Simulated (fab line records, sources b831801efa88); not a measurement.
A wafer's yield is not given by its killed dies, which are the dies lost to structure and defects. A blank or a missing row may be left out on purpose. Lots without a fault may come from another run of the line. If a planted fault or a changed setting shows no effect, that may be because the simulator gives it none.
What tool caused it? / flow gf180mcu / Sampling: 6 lots, 18 wafers, 2 of 602 route steps

## WHAT THE GAUGES SHOWED, per wafer
GF_M3_RS_MEAS_05: a four-point-probe measurement.
lot=L213; measured=day 21 04:36; on=film metro-04; M3_ALCU_RS (ohm/sq)=0.0689 0.0686 0.0692
lot=L219; measured=day 23 21:39; on=film metro-02; M3_ALCU_RS (ohm/sq)=0.0703 0.0698 0.0689
lot=L220; measured=day 24 18:17; on=film metro-01; M3_ALCU_RS (ohm/sq)=0.0697 0.0694 0.0695
lot=L222; measured=day 25 01:44; on=film metro-02; M3_ALCU_RS (ohm/sq)=0.0699 0.0699 0.0696
lot=L229; measured=day 26 17:30; on=film metro-04; M3_ALCU_RS (ohm/sq)=0.0693 0.0697 0.0694
lot=L232; measured=day 27 14:49; on=film metro-01; M3_ALCU_RS (ohm/sq)=0.0689 0.0693 0.0691

## EACH LOT AND THE TOOL THAT RAN IT (in order: tool; ch and the chambers of the sampled wafers; start)
lot=L213; GF_M3_SPUTTER_02=pvd sputter-01, day 21 04:28
lot=L219; GF_M3_SPUTTER_02=pvd sputter-02, day 23 21:34
lot=L220; GF_M3_SPUTTER_02=pvd sputter-04, day 24 18:10
lot=L222; GF_M3_SPUTTER_02=pvd sputter-04, day 25 01:35
lot=L229; GF_M3_SPUTTER_02=pvd sputter-01, day 26 17:21
lot=L232; GF_M3_SPUTTER_02=pvd sputter-02, day 27 14:41
- GF_M3_SPUTTER_02: material AlCu, target thk 450 nm, time 23.9 s.

## THE ANSWER, worked out from the rows above alone
Rule: the usual values come from the lots themselves. Put in order of their means at a reading, lots are off if they are a third of the lots or fewer, leave a main group of 4 or more, and stand apart from it by a gap of 3 or more times the standard deviation of the main group's means; of several such gaps the widest counts. A main group whose means are all the same, to the digits that the tables above print for the reading, isn't used. A lot without any number at a reading at which 4 lots or more have one is off too. Any other lot the step has rows for is counted as sound.
Nothing can be told from this: no lot is off at any reading shown.

## WHAT THE SIMULATOR PUT IN
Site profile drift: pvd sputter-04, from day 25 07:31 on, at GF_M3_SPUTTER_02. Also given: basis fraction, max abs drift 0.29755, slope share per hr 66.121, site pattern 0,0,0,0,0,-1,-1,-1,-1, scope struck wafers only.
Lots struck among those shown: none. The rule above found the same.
